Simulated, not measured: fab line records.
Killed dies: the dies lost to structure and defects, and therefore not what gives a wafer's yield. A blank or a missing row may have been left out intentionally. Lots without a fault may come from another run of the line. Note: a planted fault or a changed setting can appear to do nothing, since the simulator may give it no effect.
Which tool did it? ; flow gf180mcu ; 14 lots, 42 wafers sampled, at 4 steps of a route of 602

== WHAT EACH GAUGE READ, for each wafer ==
GF_HV_LDD_TW_MEAS_50.
lot;measured;on;HV_LDD_4_TW
L535;day 12 08:11;film_metro-04;573 575 576
L536;day 12 16:27;film_metro-04;573 573 576
L537;day 13 03:46;film_metro-04;574 575 574
L538;day 13 08:18;film_metro-01;573 568 569
L539;day 13 17:22;film_metro-01;568 572 568
L542;day 14 17:36;film_metro-01;570 569 568
L543;day 15 02:32;film_metro-02;563 565 568
L544;day 15 09:23;film_metro-01;566 568 566
L545;day 15 17:29;film_metro-04;573 575 574
L548;day 16 21:26;film_metro-01;573 567 569
L549;day 17 03:55;film_metro-04;575 575 573
L556;day 19 14:02;film_metro-02;510 510 509 509 511 512
L557;day 20 05:54;film_metro-04;525 523 524 526 524 528
L558;day 20 06:04;film_metro-01;570 569 568

GF_M3_CD_MEAS_14: target cd 280 nm.
lot;measured;on;cd_nm (nm)
L535;day 21 06:13;cd_sem-01;278.7 279.0 278.5
L536;day 21 13:21;cd_sem-02;280.3 278.7 278.8
L537;day 22 03:43;cd_sem-02;277.9 277.3 278.0
L538;day 22 11:10;cd_sem-01;280.8 279.6 280.4
L539;day 22 18:38;cd_sem-02;276.6 277.9 277.2
L542;day 23 22:08;cd_sem-01;279.4 278.0 279.6
L543;day 24 09:06;cd_sem-02;279.3 278.8 279.0
L544;day 24 12:56;cd_sem-01;280.0 281.1 281.4
L545;day 24 23:39;cd_sem-01;282.7 284.1 281.7
L548;day 26 03:42;cd_sem-02;281.1 282.3 281.2
L549;day 26 06:48;cd_sem-02;279.7 280.0 279.6
L557;day 29 00:59;cd_sem-01;280.1 279.9 279.1
L558;day 28 23:20;cd_sem-02;281.2 280.5 280.3

== EACH LOT AND THE TOOL THAT RAN IT (in order: tool; ch and the chambers of the sampled wafers; start) ==
lot;GF_HV_LDD_IMPLANT_48;GF_V2_CVD_23
L535;implanter-02 ch 0, day 12 07:57;cvd_w-02 ch 0, day 20 05:34
L536;implanter-02 ch 0, day 12 16:12;cvd_w-01 ch 0,1, day 20 12:54
L537;implanter-02 ch 0, day 13 03:32;cvd_w-02 ch 0,1, day 21 03:11
L538;implanter-02 ch 0, day 13 08:06;cvd_w-01 ch 0,1, day 21 11:19
L539;implanter-02 ch 0, day 13 17:07;cvd_w-02 ch 0,1, day 21 18:37
L542;implanter-03 ch 0, day 14 17:21;cvd_w-01 ch 0,1, day 22 22:36
L543;implanter-02 ch 0, day 15 02:18;cvd_w-02 ch 0,1, day 23 09:31
L544;implanter-04 ch 0, day 15 09:10;cvd_w-02 ch 0,1, day 23 13:49
L545;implanter-02 ch 0, day 15 17:15;cvd_w-02 ch 0,1, day 24 01:44
L548;implanter-03 ch 0, day 16 21:12;cvd_w-02 ch 0,1, day 25 05:58
L549;implanter-04 ch 0, day 17 03:41;cvd_w-02 ch 0,1, day 25 09:20
L556;implanter-03 ch 0, day 19 13:48;-
L557;implanter-03 ch 0, day 20 05:39;cvd_w-02 ch 0, day 28 04:40
L558;implanter-04 ch 0, day 20 05:49;cvd_w-01 ch 0,1, day 28 02:52
- GF_HV_LDD_IMPLANT_48
- GF_V2_CVD_23: deposits W, target thk 350 nm, time 104.94 s.

== WHAT THE TOOLS THEMSELVES READ (means of the sampled wafers that have a number; where no wafer has one, the mark that the record gives instead) ==
GF_HV_LDD_IMPLANT_48.
lot;tool;beam_energy_keV;end_station_pressure_torr (Torr)
L535;implanter-02;24.999;5.29e-06
L536;implanter-02;24.997;5.11e-06
L537;implanter-02;25.005;5.32e-06
L538;implanter-02;24.992;5.04e-06
L539;implanter-02;24.995;4.94e-06
L542;implanter-03;25.001;5.15e-06
L543;implanter-02;25.014;5.04e-06
L544;implanter-04;24.998;5.14e-06
L545;implanter-02;24.989;5.24e-06
L548;implanter-03;25.002;5.08e-06
L549;implanter-04;25.005;5.29e-06
L556;implanter-03;16.424;5.42e-06
L557;implanter-03;16.420;5.10e-06
L558;implanter-04;25.003;5.04e-06

GF_V2_CVD_23.
lot;tool;heater_power_w (W)
L535;cvd_w-02;824
L536;cvd_w-01;751
L537;cvd_w-02;861
L538;cvd_w-01;750
L539;cvd_w-02;854
L542;cvd_w-01;763
L543;cvd_w-02;867
L544;cvd_w-02;854
L545;cvd_w-02;874
L548;cvd_w-02;881
L549;cvd_w-02;871
L557;cvd_w-02;838
L558;cvd_w-01;759

== THE ANSWER, worked out from the rows above alone ==
Rule: the lots themselves supply what counts as usual. The widest of any qualifying gaps counts: lots, ordered by their means at a reading, are off when they make up no more than a third of the lots, leave a main group of 4 or more, and stand apart from it by 3 or more times the standard deviation of that group's means. A main group is skipped when, at the precision printed for the reading in the tables above, its means are all equal. Also off: a lot with no number at a reading for which 4 or more lots have one. Any other lot the step has rows for is counted as sound. First the gauges in route order, then the tools' own readings, where a lot's mean is used as printed above. At the first step where some lot is off, the reading lying furthest off is the one used; lots without a number count as furthest.
Off: L556, L557, seen at GF_HV_LDD_TW_MEAS_50 (HV_LDD_4_TW). The main group has a mean of 571 with a standard deviation of 3.1.
A tool fits if, at a process step before that reading, it ran every lot that is off, and no sound lot after the first of them. The gauges at GF_HV_LDD_TW_MEAS_50 aren't tried: what is off there is off at GF_HV_LDD_IMPLANT_48 too, on other tools, and a gauge's error can't cause that. One fits: implanter-03 at GF_HV_LDD_IMPLANT_48. A fault onset in the window from L548 (day 16 21:12, its last sound lot) to L556 (day 19 13:48, its first lot off) fits.
The tool's own readings at GF_HV_LDD_IMPLANT_48 bear it out: on the lots that are off they differ by more than 5 times the standard deviation of the sound lots' means. beam_energy_keV reads 16.422 there against 25.000 on the sound lots.

== WHAT WAS PUT IN BY THE SIMULATOR ==
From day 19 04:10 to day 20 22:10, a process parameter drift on implanter-03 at GF_HV_LDD_IMPLANT_48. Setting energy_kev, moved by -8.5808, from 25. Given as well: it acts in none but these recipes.
Struck lots among those shown: L556, L557. This agrees with what the rule above found.
